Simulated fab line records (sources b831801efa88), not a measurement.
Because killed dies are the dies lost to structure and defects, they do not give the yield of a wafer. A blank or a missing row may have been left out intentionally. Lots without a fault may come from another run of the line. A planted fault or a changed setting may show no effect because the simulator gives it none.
fab line records | flow sky130
record lots=6 | wafers=17 | last-day=50
route steps=708 shown LDD_HVN@274 LDD_HVP@278 LDD_LDN@289 PAD_OPEN@708
lots that met no fault: taken from a fault-free run of the same line
start-h: the number of hours between the record's first day and the start of the first shown wafer of the lot | wait-h: hours since the lot's step before | " unchanged from the row above | L1.1+2: a row that stands for several wafers | - no value, or no start given | * or withheld: withheld | < > ~ a bound
route shown NAME@n: NAME is a module with steps in the file, n the number in the route of the first one | usual: mean/standard deviation taken from wafers without a fault | same: alike in all rows | chamber/n: place in a boat | sites: each site's reading | _std_site: their standard deviation | _edge_site: inner sites' mean taken away from outer sites' mean | radius-mm: how far each site lies from the wafer's centre | mask NAME#n: copy n | behind: the tool/chamber that last shaped the wafer | hold: cause of the lot's hold/its duration in hours/its outcome | device: transistor that didn't switch, given as n, p or np | end of line: at the end of the route, the tests of the same wafers | for a step that has no rows: nothing shown but its recipe | killed: not the wafer's yield, but the dies lost to structure and defects at the first sort | map: per-die view of a wafer (x killed, . not killed, _ where there is no die)
set.NAME: setting as actually run; set.NAME@STEP: the setting as run at that earlier step | model.NAME: the simulator's own value behind a step, which no gauge read
a table for each step, a row for each wafer; lots at some steps of the route
services: when a tool's chamber went out of use (start-h, in hours from the record's first day, below 0 if earlier), for how many hours, and the reason
## steps
# step SKY_LDD_HVN_OVL_MEAS_07
# usual LDD_HVN_OVL=0.4/1.4
lot.wafer | tool       | chamber | start-h | wait-h | LDD_HVN_OVL[nm]
L530.1    | overlay-01 | -       | 510.54  | 0.1    | 1.6
L530.2    | "          | -       | "       | "      | 1.9
L530.3    | "          | -       | "       | "      | 0.5
L538.1    | overlay-01 | -       | 583.08  | 0.1    | 0.9
L538.3    | "          | -       | "       | "      | 0.0
L538.6    | "          | -       | "       | "      | -0.5
L539.3    | overlay-01 | -       | 585.50  | 0.1    | 1.4
L539.4    | "          | -       | "       | "      | 0.3
L541.1    | overlay-01 | -       | 609.36  | 0.1    | 1.2
L541.4    | "          | -       | "       | "      | -1.7
L541.6    | "          | -       | "       | "      | 2.0
L545.2    | overlay-01 | -       | 626.53  | 0.1    | 0.2
L545.4    | "          | -       | "       | "      | 1.3
L545.6    | "          | -       | "       | "      | 1.2
L548.2    | overlay-01 | -       | 649.24  | 0.1    | -0.8
L548.4    | "          | -       | "       | "      | 0.3
L548.5    | "          | -       | "       | "      | -2.4
# step SKY_LDD_HVN_IMPLANT_08
# recipe species=P | energy-kev=60 | dose-cm2=3e+13 | tilt-deg=40
# step SKY_LDD_HVN_STRIP_09
# recipe chemistry=O2/N2 | power-w=1400 | pressure-mtorr=1500 | platen-temp-c=withheld | o2-flow-sccm=3000 | n2-flow-sccm=300 | overash-fraction=0.5
# usual drypump-motor-current-A=5.7/0.44 | oes-product-au=0.408/0.0044 | strip-time-to-endpoint-s=4.129/0.015
# same overash-fraction=0.5
lot.wafer | tool            | chamber | start-h | wait-h | drypump-motor-current-A | oes-product-au | rf-hours-counter-h | strip-time-to-endpoint-s
L530.1    | plasma-asher-02 | 0       | 510.72  | 0.1    | 6.3                     | 0.408          | 8                  | 4.162
L530.2    | "               | 1       | "       | "      | 5.4                     | 0.411          | 8                  | 4.144
L530.3    | "               | 0       | "       | "      | 6.2                     | 0.408          | -                  | 4.129
L538.1    | plasma-asher-04 | 1       | 583.26  | 0.1    | 5.8                     | 0.411          | 78                 | 4.110
L538.3    | "               | 1       | "       | "      | 5.8                     | 0.415          | -                  | 4.130
L538.6    | "               | 0       | "       | "      | 5.4                     | 0.396          | -                  | 4.130
L539.3    | plasma-asher-03 | 0       | 585.70  | 0.1    | 5.4                     | 0.417          | -                  | 4.120
L539.4    | "               | 1       | "       | "      | 6.6                     | 0.410          | -                  | 4.144
L541.1    | plasma-asher-02 | 0       | 609.55  | 0.1    | 6.2                     | 0.408          | 18                 | 4.153
L541.4    | "               | 0       | "       | "      | 6.3                     | 0.411          | -                  | 4.147
L541.6    | "               | 0       | "       | "      | 6.2                     | 0.411          | -                  | 4.131
L545.2    | plasma-asher-03 | 0       | 626.71  | 0.1    | 5.4                     | 0.416          | 48                 | 4.114
L545.4    | "               | 1       | "       | "      | 6.6                     | 0.403          | -                  | 4.106
L545.6    | "               | 0       | "       | "      | 5.4                     | 0.401          | -                  | 4.122
L548.2    | plasma-asher-04 | 1       | 649.42  | 0.1    | 5.8                     | 0.407          | 85                 | 4.149
L548.4    | "               | 1       | "       | "      | 5.8                     | 0.410          | -                  | 4.141
L548.5    | "               | 0       | "       | "      | 5.3                     | 0.410          | -                  | 4.118
# step SKY_LDD_HVN_TW_MEAS_10
# usual LDD_HVN_TW=1445/13
lot.wafer | tool          | chamber | start-h | wait-h | LDD_HVN_TW
L530.1    | film-metro-02 | -       | 510.82  | 0.1    | 1439
L530.2    | "             | -       | "       | "      | 1436
L530.3    | "             | -       | "       | "      | 1430
L538.1    | film-metro-01 | -       | 583.36  | 0.1    | 1428
L538.3    | "             | -       | "       | "      | 1434
L538.6    | "             | -       | "       | "      | 1425
L539.3    | film-metro-04 | -       | 585.79  | 0.1    | 1454
L539.4    | "             | -       | "       | "      | 1458
L541.1    | film-metro-01 | -       | 609.65  | 0.1    | 1447
L541.4    | "             | -       | "       | "      | 1446
L541.6    | "             | -       | "       | "      | 1441
L545.2    | film-metro-04 | -       | 626.82  | 0.1    | 1462
L545.4    | "             | -       | "       | "      | 1461
L545.6    | "             | -       | "       | "      | 1457
L548.2    | film-metro-02 | -       | 649.53  | 0.1    | 1437
L548.4    | "             | -       | "       | "      | 1443
L548.5    | "             | -       | "       | "      | 1442
# step SKY_LDD_HVP_DEHYDRATE_00
# recipe temp-c=200 | time-s=60
# step SKY_LDD_HVP_HMDS_01
# recipe prime-time-s=60 | prime-temp-c=120
# step SKY_LDD_HVP_COAT_02
# recipe resist=NOVOLAK | spin-rpm=3000 | resist-thk-nm=300
# step SKY_LDD_HVP_SOFTBAKE_03
# recipe temp-c=90 | time-s=60 | resist=NOVOLAK
# step SKY_LDD_HVP_EXPOSE_04
# recipe mask-id=HVPTM | na=0.6 | source-shape=conventional | sigma-outer=0.6 | polarization=unpolarized | target-cd-nm=700 | dose-mj=86
# step SKY_LDD_HVP_PEB_05
# recipe temp-c=withheld | time-s=* | resist=NOVOLAK
# step SKY_LDD_HVP_DEVELOP_06
# recipe resist=NOVOLAK | developer=TMAH | develop-time-s=60 | dev-temp-c=23
# step SKY_LDD_HVP_OVL_MEAS_07
# usual LDD_HVP_OVL=0.0/1.6
lot.wafer | tool       | chamber | start-h | wait-h | LDD_HVP_OVL[nm]
L530.1    | overlay-02 | -       | 540.91  | 0.1    | 1.2
L530.2    | "          | -       | "       | "      | 1.8
L530.3    | "          | -       | "       | "      | 0.3
L538.1    | overlay-02 | -       | 612.49  | 0.1    | -1.2
L538.3    | "          | -       | "       | "      | -2.0
L538.6    | "          | -       | "       | "      | -1.6
L539.3    | overlay-02 | -       | 614.58  | 0.1    | 0.3
L539.4    | "          | -       | "       | "      | -0.8
L541.1    | overlay-02 | -       | 637.32  | 0.1    | 0.5
L541.4    | "          | -       | "       | "      | 0.7
L541.6    | "          | -       | "       | "      | 0.7
L545.2    | overlay-02 | -       | 655.13  | 0.1    | 0.2
L545.4    | "          | -       | "       | "      | 1.2
L545.6    | "          | -       | "       | "      | 0.9
L548.2    | overlay-01 | -       | 678.02  | 0.1    | -0.7
L548.4    | "          | -       | "       | "      | -0.6
L548.5    | "          | -       | "       | "      | -1.4
# step SKY_LDD_HVP_IMPLANT_08
# recipe species=B | energy-kev=20 | dose-cm2=1.7e+13 | tilt-deg=17.9
lot.wafer  | tool         | chamber | start-h | wait-h
L530.1+2+3 | implanter-01 | 0       | 540.95  | 0.0
L538.1+3+6 | implanter-02 | 0       | 612.52  | 0.0
L539.3+4   | implanter-02 | 0       | 614.66  | 0.1
L541.1+4+6 | implanter-01 | 0       | 637.36  | 0.0
L545.2+4+6 | implanter-01 | 0       | 655.18  | 0.0
L548.2+4+5 | implanter-02 | 0       | 678.07  | 0.0
# step SKY_LDD_HVP_STRIP_09
# recipe chemistry=O2/N2 | power-w=1400 | pressure-mtorr=1500 | platen-temp-c=withheld | o2-flow-sccm=3000 | n2-flow-sccm=300 | overash-fraction=0.5
# usual drypump-motor-current-A=5.8/0.45 | oes-product-au=0.408/0.005 | strip-time-to-endpoint-s=4.136/0.017
# same overash-fraction=0.5
lot.wafer | tool            | chamber | start-h | wait-h | drypump-motor-current-A | oes-product-au | rf-hours-counter-h | strip-time-to-endpoint-s
L530.1    | plasma-asher-04 | 0       | 541.10  | 0.1    | 5.3                     | 0.413          | 74                 | 4.122
L530.2    | "               | 1       | "       | "      | 5.8                     | 0.410          | 74                 | 4.107
L530.3    | "               | 0       | "       | "      | 5.3                     | 0.412          | -                  | 4.110
L538.1    | plasma-asher-01 | 1       | 612.67  | 0.1    | 6.0                     | 0.402          | 94                 | 4.149
L538.3    | "               | 1       | "       | "      | 6.0                     | 0.411          | -                  | 4.142
L538.6    | "               | 1       | "       | "      | 6.0                     | 0.407          | -                  | 4.140
L539.3    | plasma-asher-03 | 1       | 614.79  | 0.1    | 6.6                     | 0.414          | -                  | 4.162
L539.4    | "               | 0       | "       | "      | 5.5                     | 0.413          | -                  | 4.140
L541.1    | plasma-asher-03 | 1       | 637.51  | 0.1    | 6.6                     | 0.406          | 48                 | 4.113
L541.4    | "               | 0       | "       | "      | 5.4                     | 0.412          | -                  | 4.128
L541.6    | "               | 0       | "       | "      | 5.4                     | 0.411          | -                  | 4.129
L545.2    | plasma-asher-04 | 1       | 655.31  | 0.1    | 5.8                     | 0.411          | 85                 | 4.135
L545.4    | "               | 0       | "       | "      | 5.3                     | 0.399          | -                  | 4.183
L545.6    | "               | 0       | "       | "      | 5.3                     | 0.415          | -                  | 4.137
L548.2    | plasma-asher-01 | 1       | 678.20  | 0.1    | 6.0                     | 0.404          | 100                | 4.143
L548.4    | "               | 0       | "       | "      | 5.5                     | 0.401          | -                  | 4.153
L548.5    | "               | 1       | "       | "      | 6.0                     | 0.410          | -                  | 4.154
# step SKY_LDD_HVP_TW_MEAS_10
# usual LDD_HVP_TW=459/3.9
lot.wafer | tool          | chamber | start-h | wait-h | LDD_HVP_TW
L530.1    | film-metro-03 | -       | 541.20  | 0.1    | 459
L530.2    | "             | -       | "       | "      | 456
L530.3    | "             | -       | "       | "      | 457
L538.1    | film-metro-03 | -       | 612.77  | 0.1    | 446
L538.3    | "             | -       | "       | "      | 456
L538.6    | "             | -       | "       | "      | 454
L539.3    | film-metro-03 | -       | 614.88  | 0.1    | 457
L539.4    | "             | -       | "       | "      | 447
L541.1    | film-metro-01 | -       | 637.61  | 0.1    | 458
L541.4    | "             | -       | "       | "      | 456
L541.6    | "             | -       | "       | "      | 458
L545.2    | film-metro-01 | -       | 655.42  | 0.1    | 459
L545.4    | "             | -       | "       | "      | 458
L545.6    | "             | -       | "       | "      | 459
L548.2    | film-metro-04 | -       | 678.31  | 0.1    | 461
L548.4    | "             | -       | "       | "      | 463
L548.5    | "             | -       | "       | "      | 467
# step SKY_LDD_LDN_DEHYDRATE_00
# recipe temp-c=200 | time-s=60
# step SKY_PAD_OPEN_PROBE_99
# usual killed_at_M0_to_M3=43/7.3 | killed_at_M4_up=3.2/1.8 | killed-at-contacts=24/5.8 | killed-at-front-end=16/4.5 | killed-at-other=0.3/0.53 | killed-dies=87/9.9 | killed-open=48/6.8 | killed-short=39/6.9
# same gross-dies=492 | killed-at-back-side=0
lot.wafer | tool      | chamber | start-h | wait-h | killed_at_M0_to_M3 | killed_at_M4_up | killed-at-contacts | killed-at-front-end | killed-at-other | killed-dies | killed-open | killed-short | model.etest.tip_p_5v.rs-ohm-sq | model.etest.tip_p_5v.rs-ohm-sq-range | model.etest.tip_p_5v.rs-ohm-sq-rim-less-centre
L530.1    | prober-01 | -       | 1099.78 | 0.1    | 50                 | 3               | 22                 | 22                  | 0               | 97          | 58          | 39           | 2860                           | 60.03                                | 36.65
L530.2    | prober-01 | -       | 1099.83 | 0.1    | 40                 | 3               | 24                 | 13                  | 0               | 80          | 47          | 33           | 2874                           | 83.17                                | -6.566
L530.3    | prober-01 | -       | 1099.88 | 0.2    | 41                 | 5               | 23                 | 17                  | 0               | 86          | 45          | 41           | 2852                           | 101                                  | 23.76
L538.1    | prober-02 | -       | 1150.80 | 0.1    | 47                 | 4               | 19                 | 11                  | 0               | 81          | 44          | 37           | 3206                           | 325.6                                | -136.9
L538.3    | prober-02 | -       | 1150.90 | 0.2    | 46                 | 2               | 35                 | 13                  | 1               | 97          | 51          | 46           | 2875                           | 39.54                                | -4.796
L538.6    | prober-02 | -       | 1151.05 | 0.2    | 37                 | 4               | 26                 | 13                  | 0               | 80          | 55          | 25           | 2896                           | 32.21                                | 7.56
L539.3    | prober-01 | -       | 1153.57 | 0.2    | 43                 | 2               | 26                 | 17                  | 0               | 88          | 51          | 37           | 2899                           | 85.87                                | -22.46
L539.4    | prober-01 | -       | 1153.62 | 0.2    | 41                 | 2               | 22                 | 10                  | 0               | 75          | 43          | 32           | 3190                           | 313.3                                | -117.8
L541.1    | prober-01 | -       | 1162.99 | 0.1    | 46                 | 6               | 19                 | 16                  | 1               | 88          | 45          | 43           | 2848                           | 83.07                                | -16.33
L541.4    | prober-01 | -       | 1163.14 | 0.2    | 39                 | 4               | 29                 | 16                  | 0               | 88          | 49          | 39           | 2864                           | 78.13                                | -21.56
L541.6    | prober-01 | -       | 1163.24 | 0.2    | 54                 | 1               | 28                 | 24                  | 0               | 107         | 59          | 48           | 2848                           | 82.86                                | -11.51
L545.2    | prober-01 | -       | 1177.11 | 0.1    | 35                 | 7               | 15                 | 10                  | 1               | 68          | 43          | 25           | 2853                           | 55.22                                | 3.546
L545.4    | prober-01 | -       | 1177.21 | 0.2    | 49                 | 0               | 14                 | 13                  | 0               | 76          | 34          | 42           | 2858                           | 80.97                                | 9.316
L545.6    | prober-01 | -       | 1177.31 | 0.2    | 43                 | 5               | 27                 | 11                  | 0               | 86          | 42          | 44           | 2868                           | 48.79                                | 19.19
L548.2    | prober-02 | -       | 1193.20 | 0.1    | 58                 | 5               | 33                 | 21                  | 0               | 117         | 61          | 56           | 2910                           | 96.21                                | -40.5
L548.4    | prober-02 | -       | 1193.30 | 0.2    | 42                 | 3               | 13                 | 17                  | 0               | 75          | 49          | 26           | 2886                           | 90.07                                | -38.69
L548.5    | prober-02 | -       | 1193.35 | 0.2    | 34                 | 3               | 19                 | 14                  | 0               | 70          | 37          | 33           | 2883                           | 85                                   | -32.07
# killed by level:class
L530.1 LI_CONTACT:geometric-particle:open=11 VIA1:geometric-particle:open=11 VIA1:geometric-particle:short=8 CONTACT:geometric-particle:open=8 VIA3:geometric-particle:open=8 POLY_GATE:geometric-particle:short=7 METAL2:geometric-particle:open=6 METAL2:geometric-particle:short=5
L530.2 VIA1:geometric-particle:open=11 VIA2:geometric-particle:open=11 LI_CONTACT:geometric-particle:open=6 CONTACT:geometric-particle:open=6 LI_CONTACT:geometric-particle:short=4 VIA3:geometric-particle:open=4 CONTACT:geometric-particle:short=4 FIELD_ISO:geometric-particle:open=3
L530.3 VIA1:geometric-particle:open=10 LI_CONTACT:geometric-particle:open=8 FIELD_ISO:geometric-particle:short=7 VIA2:geometric-particle:open=6 VIA3:geometric-particle:open=6 CONTACT:geometric-particle:open=5 METAL2:geometric-particle:short=5 CONTACT:geometric-particle:short=4
L538.1 METAL1:geometric-particle:short=9 LI_CONTACT:geometric-particle:open=7 VIA1:geometric-particle:open=7 VIA3:geometric-particle:open=6 METAL2:geometric-particle:short=6 VIA2:geometric-particle:short=4 CONTACT:geometric-particle:open=4 VIA2:geometric-particle:open=4
L538.3 VIA1:geometric-particle:open=17 LI_CONTACT:geometric-particle:open=10 METAL2:geometric-particle:short=10 FIELD_ISO:geometric-particle:short=8 CONTACT:geometric-particle:open=8 LI_CONTACT:geometric-particle:short=6 LOCAL_INTERCONNECT:geometric-particle:short=6 VIA2:geometric-particle:open=5
L538.6 VIA1:geometric-particle:open=13 CONTACT:geometric-particle:open=11 VIA2:geometric-particle:open=9 LI_CONTACT:geometric-particle:open=7 FIELD_ISO:geometric-particle:open=6 METAL1:geometric-particle:short=4 LOCAL_INTERCONNECT:geometric-particle:short=3 VIA1:geometric-particle:short=3
L539.3 LI_CONTACT:geometric-particle:open=12 VIA2:geometric-particle:open=11 VIA1:geometric-particle:open=9 VIA3:geometric-particle:open=5 METAL2:geometric-particle:short=5 CONTACT:geometric-particle:short=5 CONTACT:geometric-particle:open=5 VIA1:geometric-particle:short=5
L539.4 VIA1:geometric-particle:open=12 VIA3:geometric-particle:open=8 LI_CONTACT:geometric-particle:open=6 CONTACT:geometric-particle:open=6 LI_CONTACT:geometric-particle:short=4 METAL1:geometric-particle:short=4 VIA1:geometric-particle:short=4 FIELD_ISO:geometric-particle:short=3
L541.1 VIA1:geometric-particle:open=7 VIA2:geometric-particle:open=7 METAL2:geometric-particle:short=7 LI_CONTACT:geometric-particle:open=6 CONTACT:geometric-particle:open=6 METAL1:geometric-particle:short=6 FIELD_ISO:geometric-particle:short=5 VIA3:geometric-particle:open=5
L541.4 CONTACT:geometric-particle:open=13 LI_CONTACT:geometric-particle:open=10 VIA1:geometric-particle:open=8 METAL3:geometric-particle:short=6 CONTACT:geometric-particle:short=5 VIA1:geometric-particle:short=5 METAL2:geometric-particle:short=5 FIELD_ISO:geometric-particle:short=4
L541.6 CONTACT:geometric-particle:open=14 VIA1:geometric-particle:open=12 LI_CONTACT:geometric-particle:open=10 METAL2:geometric-particle:short=9 FIELD_ISO:geometric-particle:short=8 METAL1:geometric-particle:short=7 POLY_GATE:geometric-particle:short=6 VIA3:geometric-particle:short=6
L545.2 VIA1:geometric-particle:open=8 VIA3:geometric-particle:open=8 VIA2:geometric-particle:open=6 LI_CONTACT:geometric-particle:short=5 METAL4:geometric-particle:open=5 CONTACT:geometric-particle:open=4 METAL1:geometric-particle:short=4 METAL2:geometric-particle:short=4
L545.4 METAL2:geometric-particle:short=10 METAL1:geometric-particle:short=8 VIA1:geometric-particle:open=7 VIA3:geometric-particle:open=5 VIA2:geometric-particle:open=5 FIELD_ISO:geometric-particle:short=4 LOCAL_INTERCONNECT:geometric-particle:short=4 CONTACT:geometric-particle:open=4
L545.6 VIA1:geometric-particle:open=11 CONTACT:geometric-particle:open=7 METAL1:geometric-particle:short=7 METAL2:geometric-particle:short=7 LI_CONTACT:geometric-particle:short=6 LOCAL_INTERCONNECT:geometric-particle:short=6 VIA2:geometric-particle:open=5 METAL3:geometric-particle:short=5
L548.2 VIA1:geometric-particle:open=14 METAL2:geometric-particle:short=11 CONTACT:geometric-particle:open=10 LI_CONTACT:geometric-particle:open=9 METAL1:geometric-particle:short=7 POLY_GATE:geometric-particle:open=6 VIA3:geometric-particle:open=6 VIA2:geometric-particle:short=6
L548.4 VIA1:geometric-particle:open=16 POLY_GATE:geometric-particle:open=5 POLY_GATE:geometric-particle:short=5 VIA3:geometric-particle:open=5 CONTACT:geometric-particle:short=4 VIA2:geometric-particle:open=4 FIELD_ISO:geometric-particle:open=3 SPACER:geometric-particle:open=3
L548.5 LI_CONTACT:geometric-particle:open=7 CONTACT:geometric-particle:open=6 METAL2:geometric-particle:short=6 VIA3:geometric-particle:open=6 FIELD_ISO:geometric-particle:short=5 VIA2:geometric-particle:open=5 POLY_GATE:geometric-particle:open=4 METAL1:geometric-particle:short=4
## services
tool            | chamber | start-h | hours | kind
implanter-01    | -       | 492.46  | 4.3   | pm
plasma-asher-02 | -       | 508.92  | 0.9   | repair
plasma-asher-01 | -       | 515.41  | 1.2   | repair
implanter-02    | -       | 519.79  | 8.5   | repair
plasma-asher-03 | -       | 559.82  | 6.0   | repair
plasma-asher-02 | -       | 563.77  | 1.5   | repair
plasma-asher-02 | -       | 575.95  | 0.7   | repair
plasma-asher-01 | -       | 614.39  | 1.8   | repair
plasma-asher-01 | -       | 623.51  | 2.8   | pm
plasma-asher-03 | -       | 652.74  | 2.7   | repair
implanter-02    | -       | 672.45  | 1.7   | repair
## key
first-sign step=SKY_LDD_HVP_TW_MEAS_10 | reading=LDD_HVP_TW | direction=down | sigmas=3.2 | usual=459 | struck=447
effect none on later readings
model-effect step=SKY_PAD_OPEN_PROBE_99 | value=etest.tip_p_5v.rs-ohm-sq | without=2892 | struck=3198
met-at SKY_LDD_HVP_IMPLANT_08
struck-wafers L538.1,L539.4
tester-left-out L538,L539
fault kind=process-parameter-drift | tool=implanter-02 | chamber=- | onset-h=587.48 | steps=SKY_LDD_HVP_IMPLANT_08 | channel=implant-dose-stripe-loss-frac | offset=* | shape=step | end-h=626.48 | scope=struck-wafers-only
# tester-left-out: of these lots the tester's yield and bins aren't shown, on N5 and GAA mostly nor the transistor test; their killed dies are dies lost to structure and defects alone, not to doping, threshold or leakage, so they don't give the yield
